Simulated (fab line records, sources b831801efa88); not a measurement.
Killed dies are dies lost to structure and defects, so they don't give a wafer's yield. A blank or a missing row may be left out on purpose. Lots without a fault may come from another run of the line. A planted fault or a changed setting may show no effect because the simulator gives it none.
Which tool did it? | flow gf180mcu | 12 lots, 36 wafers sampled, at 4 steps of a route of 602

WHAT THE GAUGES READ, wafer by wafer
GF_VT_IMPLANT_TW_MEAS_10. Usual: VT_IMPLANT_TW 565, standard deviation 3.5.
lot  | measured     | on            | VT_IMPLANT_TW | flag
L113 | day 5 22:40  | film_metro-04 | 559 561 564   |
L114 | day 6 04:39  | film_metro-03 | 568 568 569   |
L115 | day 6 09:43  | film_metro-01 | 568 564 567   |
L116 | day 6 16:46  | film_metro-04 | 558 562 558   |
L117 | day 6 23:13  | film_metro-03 | 565 567 569   |
L118 | day 7 06:17  | film_metro-04 | 564 560 561   |
L120 | day 7 16:16  | film_metro-04 | 561 562 562   |
L124 | day 8 19:09  | film_metro-03 | 568 568 567   |
L125 | day 8 23:49  | film_metro-04 | 561 563 563   |
L127 | day 9 09:25  | film_metro-04 | 561 561 563   |
L133 | day 11 00:28 | film_metro-03 | 564 565 562   |
L134 | day 11 07:49 | film_metro-03 | 562 564 566   |

GF_POLY_GATE_OVL_MEAS_11. Usual: POLY_GATE_OVL 2 nm, standard deviation 4.7.
lot  | measured     | on         | POLY_GATE_OVL (nm) | flag
L113 | day 9 15:03  | overlay-01 | 9 8 11             |
L114 | day 9 19:30  | overlay-02 | -7 -3 -7           |
L115 | day 10 08:24 | overlay-01 | 2 6 1              |
L116 | day 10 13:53 | overlay-01 | -5 -9 6            |
L117 | day 10 17:55 | overlay-01 | 7 0 -1             |
L118 | day 11 02:42 | overlay-01 | 4 5 9              |
L120 | day 11 13:46 | overlay-01 | 2 0 4              |
L124 | day 12 21:10 | overlay-02 | 3 -4 3             |
L125 | day 13 02:13 | overlay-01 | 2 -1 -4            |
L127 | day 13 13:01 | overlay-01 | 0 4 7              |
L133 | day 15 11:29 | overlay-01 | 9 4 9              |
L134 | day 15 20:04 | overlay-01 | -1 -4 0            |

WHICH TOOL RAN EACH LOT (tool, then ch and the chambers of the sampled wafers, then the start)
lot  | GF_STI_ETCH_13                    | GF_STI_STRIP_15
L113 | rie_diel-02 ch 2,3, day 2 06:18   | plasma_asher-02 ch 0,1, day 2 06:27
L114 | rie_diel-03 ch 0,1,2, day 2 13:05 | plasma_asher-01 ch 0, day 2 13:15
L115 | rie_diel-03 ch 1,3, day 2 17:43   | plasma_asher-02 ch 0,1, day 2 17:52
L116 | rie_diel-03 ch 0,1,3, day 2 22:28 | plasma_asher-02 ch 0,1, day 2 22:39
L117 | rie_diel-03 ch 1,3, day 3 04:16   | plasma_asher-02 ch 0,1, day 3 04:25
L118 | rie_diel-02 ch 1,2,3, day 3 10:05 | plasma_asher-02 ch 0,1, day 3 10:15
L120 | rie_diel-01 ch 0,1,3, day 3 20:05 | plasma_asher-02 ch 0,1, day 3 20:17
L124 | rie_diel-03 ch 1,2,3, day 4 15:20 | plasma_asher-02 ch 0,1, day 4 15:32
L125 | rie_diel-02 ch 0,2, day 4 20:03   | plasma_asher-04 ch 0,1, day 4 20:14
L127 | rie_diel-02 ch 1,2, day 5 06:11   | plasma_asher-01 ch 0,1, day 5 06:23
L133 | rie_diel-01 ch 1,2, day 6 13:33   | plasma_asher-04 ch 0,1, day 6 13:43
L134 | rie_diel-01 ch 2,3, day 6 19:58   | plasma_asher-04 ch 0,1, day 6 20:07
- GF_STI_ETCH_13: etches the open film in CHF3/O2, stops on Si, target depth 282.31 nm, time 112.9 s.
- GF_STI_STRIP_15: strips in O2/N2.

WHAT THE TOOLS THEMSELVES READ (means of the sampled wafers that have a number; where no wafer has one, the mark that the record gives instead)
GF_STI_ETCH_13. Usual: drypump_motor_current_A 5.8 A, standard deviation 0.42; oes_product_au 0.830 a.u., standard deviation 0.0055; throttle_valve_pct 8.809 %, standard deviation 0.0099.
lot  | tool        | drypump_motor_current_A (A) | oes_product_au (a.u.) | throttle_valve_pct (%) | flag
L113 | rie_diel-02 | 5.7                         | 0.836                 | 8.803                  |
L114 | rie_diel-03 | 6.3                         | 0.835                 | 8.818                  |
L115 | rie_diel-03 | 5.7                         | 0.830                 | 8.816                  |
L116 | rie_diel-03 | 5.8                         | 0.831                 | 8.814                  |
L117 | rie_diel-03 | 5.7                         | 0.836                 | 8.810                  |
L118 | rie_diel-02 | 5.5                         | 0.824                 | 8.803                  |
L120 | rie_diel-01 | 5.9                         | 0.832                 | 8.813                  |
L124 | rie_diel-03 | 6.1                         | 0.827                 | 8.816                  |
L125 | rie_diel-02 | 5.5                         | 0.829                 | 8.817                  |
L127 | rie_diel-02 | 5.3                         | 0.826                 | 8.803                  |
L133 | rie_diel-01 | 6.3                         | 0.824                 | 8.809                  |
L134 | rie_diel-01 | 5.6                         | 0.827                 | 8.800                  |

GF_STI_STRIP_15. Usual: drypump_motor_current_A 5.7 A, standard deviation 0.57; heater_power_w 343 W, standard deviation 33; o2_flow_sccm 3001 sccm, standard deviation 9.1; oes_product_au 0.385 a.u., standard deviation 0.0051; platen_temp_c 249.99 C, standard deviation 0.18; strip_time_to_endpoint_s 3.73 s, standard deviation 0.048.
lot  | tool            | drypump_motor_current_A (A) | heater_power_w (W) | o2_flow_sccm (sccm) | oes_product_au (a.u.) | platen_temp_c (C) | strip_time_to_endpoint_s (s) | flag
L113 | plasma_asher-02 | 6.0                         | 328                | 3009                | 0.376                 | 249.99            | 3.70                         |
L114 | plasma_asher-01 | 5.9                         | 376                | 3007                | 0.386                 | 249.82            | 3.76                         |
L115 | plasma_asher-02 | 6.2                         | 335                | 3000                | 0.382                 | 250.13            | 3.72                         |
L116 | plasma_asher-02 | 6.0                         | 325                | 2999                | 0.385                 | 249.95            | 3.72                         |
L117 | plasma_asher-02 | 6.2                         | 331                | 2997                | 0.384                 | 250.03            | 3.74                         |
L118 | plasma_asher-02 | 6.0                         | 327                | 2999                | 0.383                 | 250.06            | 3.75                         |
L120 | plasma_asher-02 | 6.2                         | 336                | 3005                | 0.380                 | 249.89            | 3.69                         |
L124 | plasma_asher-02 | 6.0                         | 330                | 2993                | 0.387                 | 249.84            | 3.71                         |
L125 | plasma_asher-04 | 5.3                         | 382                | 3003                | 0.411                 | 250.05            | 4.35                         | OFF
L127 | plasma_asher-01 | 5.6                         | 365                | 2993                | 0.412                 | 249.88            | 4.34                         | OFF
L133 | plasma_asher-04 | 5.0                         | 347                | 3010                | 0.385                 | 250.10            | 3.72                         |
L134 | plasma_asher-04 | 5.0                         | 351                | 2995                | 0.387                 | 249.98            | 3.79                         |

THE ANSWER, worked out from the rows above alone
Rule: a lot is off if the mean of its wafers that have a number lies more than 3 standard deviations from the usual mean. A lot without any number at a reading at which 4 lots or more have one is off too. The other lots that the step has rows for count as sound. The gauges are gone through in route order, then the tools' own readings, and for those a lot's mean is taken as printed above. The first step at which some lot is off is used, and at that step the reading that is off furthest; a lot without a number counts as furthest.
Off: L125, L127, at GF_STI_STRIP_15 (strip_time_to_endpoint_s).
A tool fits if, at that step or a process step before it, it ran every lot that is off, and no sound lot after the first of them. One fits: rie_diel-02 at GF_STI_ETCH_13. Its last sound lot is L118 (day 3 10:05), its first lot that is off L125 (day 4 20:03): a fault that began between those two fits.

WHAT THE SIMULATOR HAD PUT IN
Process parameter drift: rie_diel-02, from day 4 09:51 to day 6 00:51, at GF_STI_ETCH_13. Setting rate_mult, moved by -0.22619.
Lots struck among those shown: L125, L127. The rule above found the same.
